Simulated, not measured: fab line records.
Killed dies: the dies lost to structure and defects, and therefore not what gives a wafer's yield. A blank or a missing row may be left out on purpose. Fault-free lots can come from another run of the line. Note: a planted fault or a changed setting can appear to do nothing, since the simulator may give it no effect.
fab line records :: flow sky130
record:
  lots: 7
  wafers: 21
  lastDay: 50
route steps=708 shown CAPM@548 METAL3@555
lots that met no fault: taken from a fault-free run of the same line
startH: hours from the record's first day to the start of the lot's first wafer shown :: waitH: hours since the lot's step before :: " unchanged from the row above :: L1.1+2: several wafers, shown together as one row :: - no value present, or no start provided :: * or withheld: withheld :: < > ~ a bound
route shown NAME@n: NAME is a module with steps in the file, n the number in the route of the first one :: usual: mean/standard deviation taken from wafers without a fault :: same: alike in all rows :: chamber/n: place in a boat :: sites: each site's reading :: _std_site: the standard deviation of these :: _edge_site: inner sites' mean taken away from outer sites' mean :: radiusMm: for every site, how far away it sits from the centre of the wafer :: mask NAME#n: copy n :: behind: the most recent tool/chamber to have shaped the wafer :: hold: why the lot went on hold/how many hours it stayed there/how the hold came to an end :: device: names the non-switching transistor (n, p or np) :: end of line: the tests these same wafers got at the end of their route :: where a step has no rows: the recipe by itself :: killed: dies lost to structure and defects at the first sort, not the wafer's yield :: map: the dies of a wafer, with x for killed, . for not killed, _ for no die there
set.NAME: the run value of the setting; set.NAME@STEP: its run value at that earlier step :: model.NAME: the simulator's own value behind a step, which no gauge read
lots at selected steps of the route; one table per step, one row per wafer
services: when a tool's chamber went out of use (startH, in hours from the record's first day, below 0 if earlier), for how many hours, and the reason
== steps ==
step: SKY_CAPM_DEVELOP_11
recipe:
  resist: NOVOLAK
  developer: TMAH
  developTimeS: 60
  devTempC: 23
step: SKY_CAPM_OVL_MEAS_12
usual:
  CAPM_OVL: 0.3/1.5
lot.wafer: L240.3
tool: overlay-02
chamber: -
startH: 907.27
waitH: 0.1
CAPM_OVL[nm]: -0.3

lot.wafer: L240.5
tool: overlay-02
chamber: -
startH: 907.27
waitH: 0.1
CAPM_OVL[nm]: -0.1

lot.wafer: L240.6
tool: overlay-02
chamber: -
startH: 907.27
waitH: 0.1
CAPM_OVL[nm]: 0.3

lot.wafer: L250.1
tool: overlay-02
chamber: -
startH: 952.16
waitH: 0.1
CAPM_OVL[nm]: 2.2

lot.wafer: L250.2
tool: overlay-02
chamber: -
startH: 952.16
waitH: 0.1
CAPM_OVL[nm]: 2.4

lot.wafer: L250.5
tool: overlay-02
chamber: -
startH: 952.16
waitH: 0.1
CAPM_OVL[nm]: 2.7

lot.wafer: L251.1
tool: overlay-02
chamber: -
startH: 966.20
waitH: 0.1
CAPM_OVL[nm]: -0.3

lot.wafer: L251.3
tool: overlay-02
chamber: -
startH: 966.20
waitH: 0.1
CAPM_OVL[nm]: -2.2

lot.wafer: L251.5
tool: overlay-02
chamber: -
startH: 966.20
waitH: 0.1
CAPM_OVL[nm]: 1.1

lot.wafer: L252.1
tool: overlay-02
chamber: -
startH: 974.26
waitH: 0.1
CAPM_OVL[nm]: -0.7

lot.wafer: L252.2
tool: overlay-02
chamber: -
startH: 974.26
waitH: 0.1
CAPM_OVL[nm]: -1.1

lot.wafer: L252.5
tool: overlay-02
chamber: -
startH: 974.26
waitH: 0.1
CAPM_OVL[nm]: -2.2

lot.wafer: L257.3
tool: overlay-01
chamber: -
startH: 1003.91
waitH: 0.1
CAPM_OVL[nm]: 2.0

lot.wafer: L257.4
tool: overlay-01
chamber: -
startH: 1003.91
waitH: 0.1
CAPM_OVL[nm]: -0.9

lot.wafer: L257.6
tool: overlay-01
chamber: -
startH: 1003.91
waitH: 0.1
CAPM_OVL[nm]: 2.2

lot.wafer: L255.1
tool: overlay-02
chamber: -
startH: 1006.75
waitH: 0.1
CAPM_OVL[nm]: -1.2

lot.wafer: L255.2
tool: overlay-02
chamber: -
startH: 1006.75
waitH: 0.1
CAPM_OVL[nm]: -0.5

lot.wafer: L255.5
tool: overlay-02
chamber: -
startH: 1006.75
waitH: 0.1
CAPM_OVL[nm]: -0.8

lot.wafer: L262.2
tool: overlay-01
chamber: -
startH: 1026.77
waitH: 0.1
CAPM_OVL[nm]: -0.5

lot.wafer: L262.4
tool: overlay-01
chamber: -
startH: 1026.77
waitH: 0.1
CAPM_OVL[nm]: 0.9

lot.wafer: L262.5
tool: overlay-01
chamber: -
startH: 1026.77
waitH: 0.1
CAPM_OVL[nm]: 0.2
step: SKY_CAPM_METAL_ETCH_13
recipe:
  targetDepthNm: 220
  stopOn: SiO2
  chemistry: Cl2/BCl3
  target: TiN
  pressureMtorr: 10
  icpW: 900
  biasW: 48.5
  Cl2_flow_sccm: 60
  bcl3FlowSccm: 30
  timeS: 62.9
usual:
  biasW: 48.51/0.15
  drypumpMotorCurrentA: 5.70/0.2
  mfcCl2Sccm: 59.96/0.19
  oesProductAu: 0.958/0.0071
  throttleValvePct: 21.890/0.0088
lot.wafer: L240.3
tool: rieMetal-04
chamber: 1
startH: 907.32
waitH: 0.0
biasW: 48.80
drypumpMotorCurrentA: 5.84
mfcCl2Sccm: 59.94
oesProductAu: 0.947
rfHoursCounterH: -
throttleValvePct: 21.897

lot.wafer: L240.5
tool: rieMetal-04
chamber: 0
startH: 907.32
waitH: 0.0
biasW: 48.48
drypumpMotorCurrentA: 5.40
mfcCl2Sccm: 59.57
oesProductAu: 0.961
rfHoursCounterH: -
throttleValvePct: 21.885

lot.wafer: L240.6
tool: rieMetal-04
chamber: 1
startH: 907.32
waitH: 0.0
biasW: 48.60
drypumpMotorCurrentA: 5.80
mfcCl2Sccm: 59.60
oesProductAu: 0.956
rfHoursCounterH: -
throttleValvePct: 21.893

lot.wafer: L250.1
tool: rieMetal-01
chamber: 0
startH: 952.19
waitH: 0.0
biasW: 48.73
drypumpMotorCurrentA: 6.14
mfcCl2Sccm: 59.76
oesProductAu: 0.945
rfHoursCounterH: 4
throttleValvePct: 21.892

lot.wafer: L250.2
tool: rieMetal-01
chamber: 1
startH: 952.19
waitH: 0.0
biasW: 48.58
drypumpMotorCurrentA: 5.48
mfcCl2Sccm: 60.08
oesProductAu: 0.966
rfHoursCounterH: 0
throttleValvePct: 21.900

lot.wafer: L250.5
tool: rieMetal-01
chamber: 0
startH: 952.19
waitH: 0.0
biasW: 48.73
drypumpMotorCurrentA: 6.15
mfcCl2Sccm: 59.90
oesProductAu: 0.967
rfHoursCounterH: -
throttleValvePct: 21.882

lot.wafer: L251.1
tool: rieMetal-04
chamber: 0
startH: 966.24
waitH: 0.0
biasW: 48.74
drypumpMotorCurrentA: 5.41
mfcCl2Sccm: 60.04
oesProductAu: 0.950
rfHoursCounterH: 16
throttleValvePct: 21.893

lot.wafer: L251.3
tool: rieMetal-04
chamber: 0
startH: 966.24
waitH: 0.0
biasW: 48.73
drypumpMotorCurrentA: 5.40
mfcCl2Sccm: 60.17
oesProductAu: 0.959
rfHoursCounterH: -
throttleValvePct: 21.892

lot.wafer: L251.5
tool: rieMetal-04
chamber: 1
startH: 966.24
waitH: 0.0
biasW: 48.49
drypumpMotorCurrentA: 5.81
mfcCl2Sccm: 60.02
oesProductAu: 0.959
rfHoursCounterH: -
throttleValvePct: 21.882

lot.wafer: L252.1
tool: rieMetal-02
chamber: 0
startH: 974.30
waitH: 0.0
biasW: 48.48
drypumpMotorCurrentA: 5.68
mfcCl2Sccm: 60.12
oesProductAu: 0.955
rfHoursCounterH: 6
throttleValvePct: 21.892

lot.wafer: L252.2
tool: rieMetal-02
chamber: 1
startH: 974.30
waitH: 0.0
biasW: 48.49
drypumpMotorCurrentA: 5.63
mfcCl2Sccm: 60.17
oesProductAu: 0.959
rfHoursCounterH: 4
throttleValvePct: 21.903

lot.wafer: L252.5
tool: rieMetal-02
chamber: 0
startH: 974.30
waitH: 0.0
biasW: 48.72
drypumpMotorCurrentA: 5.69
mfcCl2Sccm: 59.94
oesProductAu: 0.974
rfHoursCounterH: -
throttleValvePct: 21.896

lot.wafer: L257.3
tool: rieMetal-02
chamber: 1
startH: 1003.96
waitH: 0.0
biasW: 48.74
drypumpMotorCurrentA: 5.65
mfcCl2Sccm: 59.95
oesProductAu: 0.957
rfHoursCounterH: -
throttleValvePct: 21.892

lot.wafer: L257.4
tool: rieMetal-02
chamber: 0
startH: 1003.96
waitH: 0.0
biasW: 48.60
drypumpMotorCurrentA: 5.70
mfcCl2Sccm: 60.11
oesProductAu: 0.965
rfHoursCounterH: -
throttleValvePct: 21.881

lot.wafer: L257.6
tool: rieMetal-02
chamber: 1
startH: 1003.96
waitH: 0.0
biasW: 48.54
drypumpMotorCurrentA: 5.61
mfcCl2Sccm: 60.01
oesProductAu: 0.969
rfHoursCounterH: -
throttleValvePct: 21.890

lot.wafer: L255.1
tool: rieMetal-02
chamber: 1
startH: 1006.79
waitH: 0.0
biasW: 48.71
drypumpMotorCurrentA: 5.68
mfcCl2Sccm: 59.54
oesProductAu: 0.950
rfHoursCounterH: 6
throttleValvePct: 21.882

lot.wafer: L255.2
tool: rieMetal-02
chamber: 0
startH: 1006.79
waitH: 0.0
biasW: 48.10
drypumpMotorCurrentA: 5.70
mfcCl2Sccm: 59.70
oesProductAu: 0.965
rfHoursCounterH: 8
throttleValvePct: 21.886

lot.wafer: L255.5
tool: rieMetal-02
chamber: 0
startH: 1006.79
waitH: 0.0
biasW: 48.43
drypumpMotorCurrentA: 5.70
mfcCl2Sccm: 59.62
oesProductAu: 0.955
rfHoursCounterH: -
throttleValvePct: 21.880

lot.wafer: L262.2
tool: rieMetal-01
chamber: 1
startH: 1026.80
waitH: 0.0
biasW: 48.61
drypumpMotorCurrentA: 5.50
mfcCl2Sccm: 59.72
oesProductAu: 0.957
rfHoursCounterH: 4
throttleValvePct: 21.881

lot.wafer: L262.4
tool: rieMetal-01
chamber: 1
startH: 1026.80
waitH: 0.0
biasW: 48.55
drypumpMotorCurrentA: 5.50
mfcCl2Sccm: 59.81
oesProductAu: 0.948
rfHoursCounterH: -
throttleValvePct: 21.894

lot.wafer: L262.5
tool: rieMetal-01
chamber: 0
startH: 1026.80
waitH: 0.0
biasW: 48.64
drypumpMotorCurrentA: 6.13
mfcCl2Sccm: 59.84
oesProductAu: 0.959
rfHoursCounterH: -
throttleValvePct: 21.892
step: SKY_CAPM_STRIP_14
recipe:
  chemistry: O2/N2
  powerW: 1400
  pressureMtorr: 1500
  platenTempC: withheld
  o2FlowSccm: 3000
  n2FlowSccm: 300
  overashFraction: 0.5
usual:
  drypumpMotorCurrentA: 5.5/0.46
  oesProductAu: 0.710/0.0042
  stripTimeToEndpointS: 12.66/0.043
same:
  overashFraction: 0.5
lot.wafer: L240.3
tool: plasmaAsher-04
chamber: 0
startH: 907.40
waitH: 0.1
drypumpMotorCurrentA: 6.2
oesProductAu: 0.708
rfHoursCounterH: -
stripTimeToEndpointS: 12.61

lot.wafer: L240.5
tool: plasmaAsher-04
chamber: 0
startH: 907.40
waitH: 0.1
drypumpMotorCurrentA: 6.2
oesProductAu: 0.707
rfHoursCounterH: -
stripTimeToEndpointS: 12.64

lot.wafer: L240.6
tool: plasmaAsher-04
chamber: 1
startH: 907.40
waitH: 0.1
drypumpMotorCurrentA: 4.8
oesProductAu: 0.718
rfHoursCounterH: -
stripTimeToEndpointS: 12.62

lot.wafer: L250.1
tool: plasmaAsher-03
chamber: 0
startH: 952.27
waitH: 0.1
drypumpMotorCurrentA: 5.3
oesProductAu: 0.717
rfHoursCounterH: 80
stripTimeToEndpointS: 12.60

lot.wafer: L250.2
tool: plasmaAsher-03
chamber: 1
startH: 952.27
waitH: 0.1
drypumpMotorCurrentA: 5.4
oesProductAu: 0.713
rfHoursCounterH: 80
stripTimeToEndpointS: 12.71

lot.wafer: L250.5
tool: plasmaAsher-03
chamber: 1
startH: 952.27
waitH: 0.1
drypumpMotorCurrentA: 5.4
oesProductAu: 0.715
rfHoursCounterH: -
stripTimeToEndpointS: 12.67

lot.wafer: L251.1
tool: plasmaAsher-03
chamber: 1
startH: 966.31
waitH: 0.1
drypumpMotorCurrentA: 5.4
oesProductAu: 0.714
rfHoursCounterH: 82
stripTimeToEndpointS: 12.65

lot.wafer: L251.3
tool: plasmaAsher-03
chamber: 1
startH: 966.31
waitH: 0.1
drypumpMotorCurrentA: 5.4
oesProductAu: 0.708
rfHoursCounterH: -
stripTimeToEndpointS: 12.63

lot.wafer: L251.5
tool: plasmaAsher-03
chamber: 0
startH: 966.31
waitH: 0.1
drypumpMotorCurrentA: 5.3
oesProductAu: 0.709
rfHoursCounterH: -
stripTimeToEndpointS: 12.62

lot.wafer: L252.1
tool: plasmaAsher-01
chamber: 1
startH: 974.38
waitH: 0.1
drypumpMotorCurrentA: 5.6
oesProductAu: 0.715
rfHoursCounterH: 120
stripTimeToEndpointS: 12.63

lot.wafer: L252.2
tool: plasmaAsher-01
chamber: 0
startH: 974.38
waitH: 0.1
drypumpMotorCurrentA: 6.1
oesProductAu: 0.703
rfHoursCounterH: 120
stripTimeToEndpointS: 12.66

lot.wafer: L252.5
tool: plasmaAsher-01
chamber: 1
startH: 974.38
waitH: 0.1
drypumpMotorCurrentA: 5.6
oesProductAu: 0.712
rfHoursCounterH: -
stripTimeToEndpointS: 12.65

lot.wafer: L257.3
tool: plasmaAsher-01
chamber: 1
startH: 1004.05
waitH: 0.1
drypumpMotorCurrentA: 5.7
oesProductAu: 0.711
rfHoursCounterH: -
stripTimeToEndpointS: 12.59

lot.wafer: L257.4
tool: plasmaAsher-01
chamber: 0
startH: 1004.05
waitH: 0.1
drypumpMotorCurrentA: 6.1
oesProductAu: 0.718
rfHoursCounterH: -
stripTimeToEndpointS: 12.61

lot.wafer: L257.6
tool: plasmaAsher-01
chamber: 0
startH: 1004.05
waitH: 0.1
drypumpMotorCurrentA: 6.2
oesProductAu: 0.705
rfHoursCounterH: -
stripTimeToEndpointS: 12.65

lot.wafer: L255.1
tool: plasmaAsher-03
chamber: 1
startH: 1006.86
waitH: 0.1
drypumpMotorCurrentA: 5.4
oesProductAu: 0.709
rfHoursCounterH: 86
stripTimeToEndpointS: 12.65

lot.wafer: L255.2
tool: plasmaAsher-03
chamber: 0
startH: 1006.86
waitH: 0.1
drypumpMotorCurrentA: 5.3
oesProductAu: 0.708
rfHoursCounterH: 86
stripTimeToEndpointS: 12.70

lot.wafer: L255.5
tool: plasmaAsher-03
chamber: 1
startH: 1006.86
waitH: 0.1
drypumpMotorCurrentA: 5.4
oesProductAu: 0.710
rfHoursCounterH: -
stripTimeToEndpointS: 12.69

lot.wafer: L262.2
tool: plasmaAsher-04
chamber: 1
startH: 1026.88
waitH: 0.1
drypumpMotorCurrentA: 4.8
oesProductAu: 0.711
rfHoursCounterH: 56
stripTimeToEndpointS: 12.63

lot.wafer: L262.4
tool: plasmaAsher-04
chamber: 0
startH: 1026.88
waitH: 0.1
drypumpMotorCurrentA: 6.2
oesProductAu: 0.714
rfHoursCounterH: -
stripTimeToEndpointS: 12.65

lot.wafer: L262.5
tool: plasmaAsher-04
chamber: 1
startH: 1026.88
waitH: 0.1
drypumpMotorCurrentA: 4.8
oesProductAu: 0.713
rfHoursCounterH: -
stripTimeToEndpointS: 12.57
step: SKY_CAPM_STRIP_15
recipe:
  chemistry: postEtchResidueRemover
  timeS: 1200
  tempC: 72.5
step: SKY_CAPM_CLEAN_16
recipe:
  chemistry: IPA
  timeS: 180
  tempC: 25
step: SKY_CAPM_CLEAN_17
recipe:
  chemistry: O3/DIW
  dry: n2Spin
step: SKY_METAL3_DEHYDRATE_05
recipe:
  tempC: 200
  timeS: 60
step: SKY_METAL3_HMDS_06
recipe:
  primeTimeS: 60
  primeTempC: 120
step: SKY_METAL3_COAT_07
recipe:
  resist: BARC
  tempC: withheld
  timeS: withheld
  spinRpm: 3000
  resistThkNm: 60
step: SKY_METAL3_COAT_08
recipe:
  resist: KrF-thick
  spinRpm: 3000
  resistThkNm: 1140
step: SKY_METAL3_SOFTBAKE_09
recipe:
  tempC: 100
  timeS: 90
  resist: KrF-thick
step: SKY_METAL3_EXPOSE_10
recipe:
  maskId: MM3
  na: 0.68
  sourceShape: annular
  sigmaInner: 0.4
  sigmaOuter: 0.8
  targetCdNm: 300
  doseMj: 28
usual:
  exposureDoseMJCm2: 28.04/0.032
  focusOffsetNm: 0.0/0.56
  sigmaOuter: 0.8/0
lot.wafer: L240.3
tool: krfScanner-02
chamber: 0
startH: 920.14
waitH: -
mask: MM3#0
exposureDoseMJCm2: 28.07
focusOffsetNm: 0.6
sigmaOuter: 0.8

lot.wafer: L240.5
tool: krfScanner-02
chamber: 0
startH: 920.14
waitH: -
mask: MM3#0
exposureDoseMJCm2: 28.06
focusOffsetNm: -0.3
sigmaOuter: 0.8

lot.wafer: L240.6
tool: krfScanner-02
chamber: 0
startH: 920.14
waitH: -
mask: MM3#0
exposureDoseMJCm2: 28.06
focusOffsetNm: 0.8
sigmaOuter: 0.8

lot.wafer: L250.1
tool: krfScanner-02
chamber: -
startH: 964.98
waitH: -
mask: MM3#0
exposureDoseMJCm2: -
focusOffsetNm: -
sigmaOuter: -

lot.wafer: L250.2
tool: krfScanner-02
chamber: -
startH: 964.98
waitH: -
mask: MM3#0
exposureDoseMJCm2: -
focusOffsetNm: -
sigmaOuter: -

lot.wafer: L250.5
tool: krfScanner-02
chamber: -
startH: 964.98
waitH: -
mask: MM3#0
exposureDoseMJCm2: -
focusOffsetNm: -
sigmaOuter: -

lot.wafer: L251.1
tool: krfScanner-01
chamber: -
startH: 979.84
waitH: -
mask: MM3#0
exposureDoseMJCm2: -
focusOffsetNm: -
sigmaOuter: -

lot.wafer: L251.3
tool: krfScanner-01
chamber: -
startH: 979.84
waitH: -
mask: MM3#0
exposureDoseMJCm2: -
focusOffsetNm: -
sigmaOuter: -

lot.wafer: L251.5
tool: krfScanner-01
chamber: -
startH: 979.84
waitH: -
mask: MM3#0
exposureDoseMJCm2: -
focusOffsetNm: -
sigmaOuter: -

lot.wafer: L252.1
tool: krfScanner-02
chamber: -
startH: 987.08
waitH: -
mask: MM3#0
exposureDoseMJCm2: -
focusOffsetNm: -
sigmaOuter: -

lot.wafer: L252.2
tool: krfScanner-02
chamber: -
startH: 987.08
waitH: -
mask: MM3#0
exposureDoseMJCm2: -
focusOffsetNm: -
sigmaOuter: -

lot.wafer: L252.5
tool: krfScanner-02
chamber: -
startH: 987.08
waitH: -
mask: MM3#0
exposureDoseMJCm2: -
focusOffsetNm: -
sigmaOuter: -

lot.wafer: L257.3
tool: krfScanner-02
chamber: 0
startH: 1016.07
waitH: -
mask: MM3#0
exposureDoseMJCm2: 28.03
focusOffsetNm: -0.3
sigmaOuter: 0.8

lot.wafer: L257.4
tool: krfScanner-02
chamber: 0
startH: 1016.07
waitH: -
mask: MM3#0
exposureDoseMJCm2: 28.03
focusOffsetNm: 0.2
sigmaOuter: 0.8

lot.wafer: L257.6
tool: krfScanner-02
chamber: 0
startH: 1016.07
waitH: -
mask: MM3#0
exposureDoseMJCm2: 28.07
focusOffsetNm: 1.0
sigmaOuter: 0.8

lot.wafer: L255.1
tool: krfScanner-02
chamber: 0
startH: 1019.61
waitH: -
mask: MM3#0
exposureDoseMJCm2: 28.02
focusOffsetNm: 0.1
sigmaOuter: 0.8

lot.wafer: L255.2
tool: krfScanner-02
chamber: 0
startH: 1019.61
waitH: -
mask: MM3#0
exposureDoseMJCm2: 28.00
focusOffsetNm: 0.3
sigmaOuter: 0.8

lot.wafer: L255.5
tool: krfScanner-02
chamber: 0
startH: 1019.61
waitH: -
mask: MM3#0
exposureDoseMJCm2: 27.99
focusOffsetNm: 1.2
sigmaOuter: 0.8

lot.wafer: L262.2
tool: krfScanner-01
chamber: 0
startH: 1039.40
waitH: -
mask: MM3#0
exposureDoseMJCm2: 28.00
focusOffsetNm: 0.3
sigmaOuter: 0.8

lot.wafer: L262.4
tool: krfScanner-01
chamber: 0
startH: 1039.40
waitH: -
mask: MM3#0
exposureDoseMJCm2: 28.02
focusOffsetNm: 1.0
sigmaOuter: 0.8

lot.wafer: L262.5
tool: krfScanner-01
chamber: 0
startH: 1039.40
waitH: -
mask: MM3#0
exposureDoseMJCm2: 28.01
focusOffsetNm: 0.7
sigmaOuter: 0.8
step: SKY_METAL3_PEB_11
recipe:
  pebTempC: withheld
  pebTimeS: withheld
  resist: KrF-thick
== services ==
tool: rieMetal-01
chamber: 0
startH: 885.24
hours: -
kind: clean

tool: rieMetal-01
chamber: 0
startH: 885.24
hours: 16.8
kind: scheduledDown

tool: rieMetal-01
chamber: 0
startH: 885.24
hours: 16.8
kind: ventCycle

tool: krfScanner-01
chamber: -
startH: 891.44
hours: 1.3
kind: pm

tool: krfScanner-01
chamber: -
startH: 915.54
hours: 4.4
kind: pm

tool: rieMetal-01
chamber: 1
startH: 924.87
hours: -
kind: clean

tool: rieMetal-01
chamber: 1
startH: 924.87
hours: 24.3
kind: scheduledDown

tool: rieMetal-01
chamber: 1
startH: 924.87
hours: 24.3
kind: ventCycle

tool: krfScanner-02
chamber: -
startH: 930.04
hours: 1.3
kind: pm

tool: rieMetal-01
chamber: -
startH: 937.59
hours: 0.2
kind: repair

tool: rieMetal-04
chamber: -
startH: 942.68
hours: 8.9
kind: repair

tool: krfScanner-02
chamber: -
startH: 943.68
hours: 0.8
kind: pm

tool: krfScanner-01
chamber: -
startH: 945.23
hours: 1.0
kind: pm

tool: rieMetal-02
chamber: 1
startH: 946.45
hours: 3.9
kind: repair

tool: plasmaAsher-04
chamber: -
startH: 948.38
hours: 13.0
kind: repair

tool: rieMetal-02
chamber: -
startH: 948.80
hours: 4.3
kind: pm

tool: krfScanner-01
chamber: 0
startH: 955.34
hours: -
kind: calibration

tool: rieMetal-02
chamber: 0
startH: 962.05
hours: 2.9
kind: repair

tool: krfScanner-01
chamber: -
startH: 963.42
hours: 3.6
kind: pm

tool: krfScanner-01
chamber: -
startH: 970.05
hours: 0.8
kind: pm

tool: krfScanner-01
chamber: -
startH: 983.51
hours: 0.2
kind: repair

tool: krfScanner-01
chamber: -
startH: 1003.97
hours: 4.3
kind: repair

tool: krfScanner-02
chamber: 0
startH: 1029.45
hours: -
kind: calibration
== key ==
firstSign:
  step: SKY_METAL3_EXPOSE_10
  reading: toolRecord
  direction: missing
effect none on later readings
metAt SKY_METAL3_EXPOSE_10
struckWafers L250.1,L250.2,L250.5,L251.1,L251.3,L251.5,L252.1,L252.2,L252.5
laterRowsLeftOut L250.1,L250.2,L250.5,L251.1,L251.3,L251.5,L252.1,L252.2,L252.5
sortLeftOut L250.1,L250.2,L250.5,L251.1,L251.3,L251.5,L252.1,L252.2,L252.5
onsetBetween 920.14 964.98
fault:
  kind: skippedStepWhole
  tool: krfScanner-01,krfScanner-02
  chamber: -
  onsetH: 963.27
  steps: SKY_METAL3_EXPOSE_10
  scope: struckLotsOnly
sortLeftOut: the simulated sort isn't trusted on such a fault, so these wafers' sort isn't shown, and their yield isn't known
laterRowsLeftOut: the simulator's readings of these wafers behind a module that went badly wrong aren't trusted and aren't shown, but for the sort
